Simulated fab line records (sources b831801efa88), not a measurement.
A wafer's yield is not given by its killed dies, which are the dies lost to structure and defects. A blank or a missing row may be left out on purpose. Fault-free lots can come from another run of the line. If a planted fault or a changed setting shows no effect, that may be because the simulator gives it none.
Problem report, 8D (eight disciplines) form, completed by code    flow sfq_line    the parts of the form that need people (team, actions taken, sign-off) are left out

## 1. WHAT IS WRONG
At SFQ_TRILAYER_C5_ETCH_VIA_ETCH_154, oes_product_au averages 1.004 a.u. over 2 wafers from 2 lots, while fault-free wafers read 0.898 a.u., standard deviation 0.0075. Measured from the usual mean, that is +14 standard deviations.
The step: etches SiO2 in CHF3, stops on Nb, target depth 84 nm.
The first sign was on wafer L783.5 at day 70 14:59, on rie_diel-03. Wafers with a number at this step in the record: 42, from 14 lots. By rule, "out" or "out of limits" means more than 4 standard deviations away from the usual mean. All remaining wafers that have a number are taken as sound.

## 2. WHAT IT IS; WHAT IT IS NOT
question                     is                        is not
which readings at this step  oes_product_au            drypump_motor_current_A, rf_fwd_power_W
which lots                   L783, L785                L776, L779, L782, L789, L790, L791, L792, L793, L794, L795, L796, L798
which wafers of those lots   L783.5, L785.4            L783.2, L783.3, L785.1, L785.3
read on which tools          rie_diel-03, rie_diel-04  rie_diel-02
when                         from day 70 14:59         up to then (11 sound wafers); but 29 sound wafers of L785, L789, L790, L791, L792, L793, L794, L795, L796, L798 came after

## 3. THE SUSPECTS, EACH WITH WHAT RULES IT OUT
Counting: any tool at a process step up to the reading remains a suspect provided it ran every lot that is out. Sound lots after the first of them don't rule it out here, since some wafers of a struck lot are sound.
- pecvd-02 at SFQ_TRILAYER_A5C_DEP_PECVD_142 (deposits SiO2 from SiH4/N2O, time 15.556 s, target thk 70 nm): kept. Ran every lot that is out, first one L783 (day 59 15:23); last sound lot up to then L779 (day 59 03:24).
Remaining after the count: pecvd-02 at SFQ_TRILAYER_A5C_DEP_PECVD_142.

## 4. THE CAUSE (what the simulator had put in)
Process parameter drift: pecvd-02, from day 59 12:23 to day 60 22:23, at SFQ_TRILAYER_A5C_DEP_PECVD_142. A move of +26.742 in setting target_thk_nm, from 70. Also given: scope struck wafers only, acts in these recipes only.
This tool alone remained once counting was done.

## 5. THE CHAIN OF EFFECTS, in route order
Rows list readings where the struck wafers' mean (over those with a number) sits beyond 3 standard deviations from the usual. Scope: only readings with a usual standard deviation given in the record; hours: median across lots of the time from each lot's start at the first step in this table that gives one to its start at this step; sigmas: change in usual standard deviations.
hours  step                               reading         usual       on struck wafers  change  sigmas
0      SFQ_TRILAYER_C5_ETCH_VIA_ETCH_154  oes_product_au  0.898 a.u.  1.004             +0.106  +14
It contains these process steps:
- SFQ_TRILAYER_C5_ETCH_VIA_ETCH_154: etches SiO2 in CHF3, stops on Nb, target depth 84 nm.

## 6. HOW IT WOULD HAVE BEEN CAUGHT EARLIER
The fault began at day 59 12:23; the first out-of-limits reading in this record came at day 70 14:59, 267 hours later.
No tool reading at SFQ_TRILAYER_A5C_DEP_PECVD_142 that has a usual standard deviation in the record was out on any struck wafer, so an alarm limit of 4 standard deviations on those readings would not have fired.
By day 70 14:59, every lot that is out (2) had started SFQ_TRILAYER_A5C_DEP_PECVD_142 on pecvd-02. Holding the tool at that point would not have protected any of them.
